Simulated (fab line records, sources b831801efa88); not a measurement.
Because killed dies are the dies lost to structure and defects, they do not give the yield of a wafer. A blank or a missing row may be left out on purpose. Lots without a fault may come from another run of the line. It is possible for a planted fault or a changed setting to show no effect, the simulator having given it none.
Problem report, 8D (eight disciplines) form, completed by code + flow sky130 + the parts of the form that need people (team, actions taken, sign-off) are left out

== 1. THE ISSUE ==
Mean of overpolish-run-s at SKY_VIA2_CMP_24: 0.040 s across 9 wafers in 3 lots; on wafers with no fault it is 20.000 s (standard deviation 0.0083). So: -99 or more standard deviations from the usual mean.
The step: polishes, stops on SiO2, t overpolish 20 s, target thk 0 nm.
First seen on wafer L985.3, day 41 11:11, on cmp-01. The record has a number at this step for 39 wafers belonging to 13 lots. By rule, "out" or "out of limits" means more than 4 standard deviations away from the usual mean. Any other wafer with a number is counted as sound.

== 2. WHAT IT IS AND WHAT IT IS NOT ==
| question                    | is                                   | is not                                                                    |
|-----------------------------|--------------------------------------|---------------------------------------------------------------------------|
| which readings at this step | overpolish-run-s, time-to-endpoint-s | edge-zone-pressure-frac, motor-current-A                                  |
| which lots                  | L985, L986, L987                     | L968, L970, L971, L974, L975, L976, L977, L980, L988, L990                |
| which wafers of those lots  | all that have a number               | -                                                                         |
| read on which tools         | cmp-01                               | cmp-02                                                                    |
| when                        | from day 41 11:11                    | up to then (24 sound wafers); but 6 sound wafers of L988, L990 came after |

== 3. WHAT RULES OUT EACH SUSPECT ==
Counting: a tool at any process step up to the reading remains a suspect when it ran all the lots that are out and ran no sound lot after the first of those.
- cmp-01 at SKY_VIA2_CMP_24 (polishes, stops on SiO2, t overpolish 20 s, target thk 0 nm): kept. All lots that are out passed through it, beginning with L985 at day 41 11:11, and no sound lot followed; its final sound lot before that point was L980 at day 40 05:11. On those wafers its own readings are out: overpolish-run-s, time-to-endpoint-s.
The count leaves cmp-01 at SKY_VIA2_CMP_24.

== 4. THE CAUSE (what the simulator had put in) ==
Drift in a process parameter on cmp-01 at SKY_VIA2_CMP_24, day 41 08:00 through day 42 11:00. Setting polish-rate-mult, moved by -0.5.
After counting, this tool was the only one left.

== 5. THE CHAIN OF EFFECTS, in route order ==
One row per reading whose mean, taken over the struck wafers that have a number, lies over 3 standard deviations from the usual. Readings are gone through only where the record gives a usual standard deviation; hours: the median, over the lots, of the time from a lot's start at the first step in this table giving one to that lot's start at this step; sigmas: the change measured in usual standard deviations.
| hours | step                  | reading              | usual    | on struck wafers | change  | sigmas      |
|-------|-----------------------|----------------------|----------|------------------|---------|-------------|
| 0     | SKY_VIA2_CMP_24       | overpolish-run-s     | 20.000 s | 0.040            | -19.960 | -99 or more |
| 0     | SKY_VIA2_CMP_24       | time-to-endpoint-s   | 104 s    | 157              | +53     | +10         |
| 195   | SKY_PAD_OPEN_PROBE_99 | defect-limited-yield | 82.9 %   | 0.0              | -82.9   | -41         |
| 195   | SKY_PAD_OPEN_PROBE_99 | killed_at_M0_to_M3   | 42       | 452              | +410    | +55         |
| 195   | SKY_PAD_OPEN_PROBE_99 | killed-dies          | 84       | 492              | +408    | +41         |
| 195   | SKY_PAD_OPEN_PROBE_99 | killed-on-rim        | 17       | 96               | +79     | +21         |
| 195   | SKY_PAD_OPEN_PROBE_99 | sort_bin_3_pad_short | 0.9 %    | 84.3             | +83.4   | +99 or more |
| 195   | SKY_PAD_OPEN_PROBE_99 | sort-n-pass          | 408      | 0                | -408    | -41         |
| 195   | SKY_PAD_OPEN_PROBE_99 | sort-yield-pct       | 82.9 %   | 0.0              | -82.9   | -41         |
Process steps it contains:
- SKY_VIA2_CMP_24: polishes, stops on SiO2, t overpolish 20 s, target thk 0 nm.
- SKY_PAD_OPEN_PROBE_99

== 6. WHAT WOULD HAVE CAUGHT IT SOONER ==
The fault began at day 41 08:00; the first out-of-limits reading in this record came at day 41 11:11, 3 hours later.
